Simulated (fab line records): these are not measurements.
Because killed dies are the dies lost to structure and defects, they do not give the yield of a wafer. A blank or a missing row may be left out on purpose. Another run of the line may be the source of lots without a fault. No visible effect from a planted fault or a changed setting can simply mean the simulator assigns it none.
Struck lot and sound lot, side by side || flow sfqLine || 37 out of 325 route steps
Sound: the wafers L156.1, L156.4, L156.6. Wafers L164.1, L164.5, L164.6 were the ones struck. The cause comes at the end.
Order at every step that has rows: each side's tool, ch and its chambers, its first start. Under that, the readings that differ: sound wafers || struck wafers || difference of the means || sigmas: that difference in standard deviations of wafers without a fault.
alike: words and numbers the same on both sides, and readings whose means are apart by under 2 such deviations; not compared: readings that were withheld, readings missing a value for some wafer, numbers with overlapping values and no deviation given by the record, and bounds like >300 which may hide the same value.
A row with sigmas, a row that says differs or no value, or rows on one side alone: a step with any of these is where the two part. Numbers that don't overlap but have no deviation are shown without sigmas and don't part them. A reading that every wafer of one side lacks parts them only if that side has two wafers or more.

SFQ_R5_THK_MEAS_934: measures by xrf.
  sound on filmMetro-04 at day 57 10:59; struck on filmMetro-01 at day 59 13:41
  alike: R5_MONX_THK
then, 6 steps without rows for these wafers: SFQ_TRILAYER_R5_LITHO_COAT_141 (resist thk 62 nm); SFQ_TRILAYER_R5_LITHO_COAT_136 (resist thk 600 nm); SFQ_TRILAYER_R5_LITHO_SOFTBAKE_140; SFQ_TRILAYER_R5_LITHO_EXPOSE_137 (exposes mask R5, target cd 500 nm); SFQ_TRILAYER_R5_LITHO_PEB_139 (peb time 60 s); SFQ_TRILAYER_R5_LITHO_DEVELOP_138 (time 60 s).
-- the record jumps here: 5 days lie between the struck wafers' starts before and after --
SFQ_R5_OVL_MEAS_935:
  sound on overlay-02 at day 62 01:54; struck on overlay-02 at day 64 09:00
{"reading": "R5_OVL (nm)", "sound": "5 1 2", "struck": "-11 -10 -11", "difference": -13, "sigmas": -2}
SFQ_TRILAYER_R5_BARC_OPEN_METAL_ETCH_177: etches BARC in O2, target depth 125 nm, time 41.7 s.
  sound on rieMetal-04 ch 1, day 62 01:56; struck on rieMetal-02 ch 0,1, day 64 09:02
  alike: drypumpMotorCurrentA, oesProductAu
  not compared: rfHoursCounterH
then, 1 step without rows for these wafers: SFQ_TRILAYER_R5_ETCH_METAL_ETCH_139 (etches the open film in Cl2, stops on SiO2, target depth 60 nm, time 40 s).
SFQ_TRILAYER_R5_STRIP_STRIP_140: strips in O2.
  sound on rieMetal-04 ch 1, day 62 02:03; struck on rieMetal-02 ch 0,1, day 64 09:09
  alike: drypumpMotorCurrentA, oesProductAu
  not compared: rfHoursCounterH
then, 1 step without rows for these wafers: SFQ_TRILAYER_R5_STRIP_SOLV_CLEAN_141 (cleans in NMP, time 600 s).
SFQ_TRILAYER_A5C_DEP_PECVD_142: deposits SiO2 from SiH4/N2O, time 15.556 s, target thk 70 nm.
  sound on pecvd-01 ch 1,2, day 62 02:50; struck on pecvd-01 ch 1,2, day 64 09:56
{"reading": "model.SiO2_of_TRILAYER_A5C_DEP_PECVD_142.thkNm (nm)", "sound": "69.14 70.46 70.96", "struck": "23.09 23.23 23.87", "difference": -46.79, "sigmas": ""}
  alike: heaterPowerW, throttleValvePct
then, 6 steps without rows for these wafers: SFQ_TRILAYER_I5_LITHO_COAT_149 (resist thk 62 nm); SFQ_TRILAYER_I5_LITHO_COAT_144 (resist thk 650 nm); SFQ_TRILAYER_I5_LITHO_SOFTBAKE_148; SFQ_TRILAYER_I5_LITHO_EXPOSE_145 (exposes mask I5, target cd 700 nm); SFQ_TRILAYER_I5_LITHO_PEB_147 (peb time 60 s); SFQ_TRILAYER_I5_LITHO_DEVELOP_146 (time 60 s).
-- the record jumps here: 5 days lie between the struck wafers' starts before and after --
SFQ_I5_OVL_MEAS_936:
  sound on overlay-01 at day 66 23:31; struck on overlay-02 at day 69 04:39
  alike: I5_OVL
then, 1 step without rows for these wafers: SFQ_TRILAYER_I5_BARC_OPEN_VIA_ETCH_200 (etches BARC in O2, target depth 125 nm, time 41.7 s).
SFQ_TRILAYER_I5_ETCH_VIA_ETCH_147: etches the open film in CHF3, stops on Nb, target depth 360 nm.
  sound on rieDiel-03 ch 0,1,2, day 66 23:36; struck on rieDiel-03 ch 0,3, day 69 04:44
  alike: drypumpMotorCurrentA, oesProductAu
then, 8 steps without rows for these wafers: SFQ_TRILAYER_I5_STRIP_STRIP_148 (strips in O2); SFQ_TRILAYER_I5_STRIP_SOLV_CLEAN_149 (cleans in NMP, time 600 s); SFQ_TRILAYER_C5_LITHO_COAT_156 (resist thk 62 nm); SFQ_TRILAYER_C5_LITHO_COAT_151 (resist thk 656.7 nm); SFQ_TRILAYER_C5_LITHO_SOFTBAKE_155; SFQ_TRILAYER_C5_LITHO_EXPOSE_152 (exposes mask C5, target cd 500 nm); SFQ_TRILAYER_C5_LITHO_PEB_154 (peb time 60 s); SFQ_TRILAYER_C5_LITHO_DEVELOP_153 (time 60 s).
-- the record jumps here: 3 days lie between the struck wafers' starts before and after --
SFQ_C5_OVL_MEAS_937:
  sound on overlay-01 at day 70 22:08; struck on overlay-02 at day 72 12:17
  alike: C5_OVL
SFQ_TRILAYER_C5_BARC_OPEN_VIA_ETCH_210: etches BARC in O2, target depth 125 nm, time 41.7 s.
  sound on rieDiel-02 ch 1,3, day 70 22:10; struck on rieDiel-02 ch 0,1,3, day 72 12:20
  alike: drypumpMotorCurrentA, oesProductAu
  not compared: rfHoursCounterH
SFQ_TRILAYER_C5_ETCH_VIA_ETCH_154: etches SiO2 in CHF3, stops on Nb, target depth 84 nm.
  sound on rieDiel-02 ch 1,3, day 70 22:13; struck on rieDiel-02 ch 0,1,3, day 72 12:22
{"reading": "oesProductAu (a.u.)", "sound": "0.883 0.895 0.898", "struck": "0.550 0.552 0.549", "difference": -0.342, "sigmas": -43}
{"reading": "model.C5.featureDepthNm (nm)", "sound": "69.14 70.46 70.96", "struck": "23.09 23.23 23.87", "difference": -46.79, "sigmas": ""}
{"reading": "model.etch.depthNm (nm)", "sound": "69.14 70.46 70.96", "struck": "23.09 23.23 23.87", "difference": -46.79, "sigmas": ""}
  alike: drypumpMotorCurrentA
SFQ_TRILAYER_C5_STRIP_STRIP_155: strips in O2.
  sound on rieMetal-04 ch 0,1, day 70 22:15; struck on rieMetal-01 ch 0,1, day 72 12:25
  alike: drypumpMotorCurrentA, oesProductAu
  not compared: rfHoursCounterH
then, 1 step without rows for these wafers: SFQ_TRILAYER_C5_STRIP_SOLV_CLEAN_156 (cleans in NMP, time 600 s).
SFQ_TRILAYER_M6_DEP_PRE_CLEAN_158: time 22.5 s.
  sound on pvdSputter-03 at day 70 23:02; struck on pvdSputter-03 at day 72 13:11
{"reading": "model.SiO2_of_TRILAYER_A5C_DEP_PECVD_142.thkNm (nm)", "sound": "61.64 62.96 63.46", "struck": "15.59 15.73 16.37", "difference": -46.79, "sigmas": ""}
then, 1 step without rows for these wafers: SFQ_TRILAYER_M6_DEP_SPUTTER_157 (material Nb, target thk 200 nm, time 133.3 s).

WHERE THEY PART
First at SFQ_R5_OVL_MEAS_935; last, within this record, at SFQ_TRILAYER_C5_ETCH_VIA_ETCH_154. Later steps at which nothing parts them and some readings are alike: SFQ_TRILAYER_C5_STRIP_STRIP_155.

WHY: whatever the simulator had introduced
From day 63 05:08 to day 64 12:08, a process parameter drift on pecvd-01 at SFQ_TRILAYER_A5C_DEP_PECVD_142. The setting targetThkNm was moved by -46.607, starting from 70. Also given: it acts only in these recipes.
